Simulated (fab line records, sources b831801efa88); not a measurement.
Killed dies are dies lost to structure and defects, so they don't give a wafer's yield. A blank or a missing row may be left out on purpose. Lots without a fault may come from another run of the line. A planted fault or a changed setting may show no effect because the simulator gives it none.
One fault seen from 2 desks | flow sfq_line | each desk has only its own numbers; what lay behind them comes last

THE METROLOGY DESK
What the gauges read, lot by lot, whatever tool the lot ran on: means of the sampled wafers that have a number. A lot is out of limits, marked OUT, if its mean lies more than 4 standard deviations from the usual mean; the brackets give that distance.
Columns: A = M2_OVL at SFQ_M2_OVL_MEAS_916, usual 1 nm
lot  | first seen here | A
L790 | day 23 11:56    | 1
L791 | day 23 21:53    | 5
L799 | day 34 13:08    | -5
L800 | day 34 23:07    | 2
L801 | day 35 03:55    | -5
L802 | day 35 07:31    | -1
L803 | day 35 12:19    | 6
L804 | day 37 13:53    | -0
L805 | day 37 17:29    | 5
L806 | day 38 04:17    | -3
L807 | day 38 05:29    | 4
L808 | day 38 06:41    | 12
L809 | day 38 09:05    | -1
L810 | day 38 10:17    | -4
This desk's finding: nothing out of limits on any of the 14 lots.

THE TOOL OWNER'S DESK: pecvd-03
The tool's own readings at SFQ_TRILAYER_I3_DEP_PECVD_081 (deposits SiO2 from SiH4/N2O, time 111.11 s, target thk 500 nm): means of the sampled wafers that have a number, for each lot that ran on this tool. A lot is out of limits, marked OUT, if its mean lies more than 4 standard deviations from the usual mean; the brackets give that distance.
Columns: A = heater_power_w at SFQ_TRILAYER_I3_DEP_PECVD_081, usual 83 W; B = rf_fwd_power_W at SFQ_TRILAYER_I3_DEP_PECVD_081, usual 182.3 W; C = throttle_valve_pct at SFQ_TRILAYER_I3_DEP_PECVD_081, usual 25.1 %
lot  | first seen here | A  | B               | C
L790 | day 36 02:30    | 70 | 212.1 (+48) OUT | 24.9
L791 | day 36 17:09    | 73 | 211.3 (+47) OUT | 25.1
L800 | day 45 16:23    | 78 | 181.9           | 25.8
L803 | day 46 10:22    | 66 | 182.5           | 26.4
L806 | day 49 20:45    | 65 | 182.7           | 26.2
L807 | day 50 00:46    | 81 | 182.8           | 25.4
L810 | day 50 05:34    | 85 | 183.4           | 26.0
This desk's finding: out of limits on L790, L791; first on L790, day 36 02:30 (rf_fwd_power_W at SFQ_TRILAYER_I3_DEP_PECVD_081). In limits: L800, L803, L806, L807, L810.

PUT TOGETHER
The tool owner's desk could have raised an alarm at day 36 02:30, on L790, L791.
The metrology desk saw nothing out of limits.
The metrology desk has L790, L791 on record, within its limits.
Of the lots named, all ran SFQ_TRILAYER_I3_DEP_PECVD_081 on pecvd-03.

WHAT THE SIMULATOR HAD PUT IN
Process parameter drift: pecvd-03, from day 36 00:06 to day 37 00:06, at SFQ_TRILAYER_I3_DEP_PECVD_081. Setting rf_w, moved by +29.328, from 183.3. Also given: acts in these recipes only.
Lots struck among those shown: L790, L791.
Hours from the fault's start to each desk's first reading out of limits: the tool owner's desk, 2.
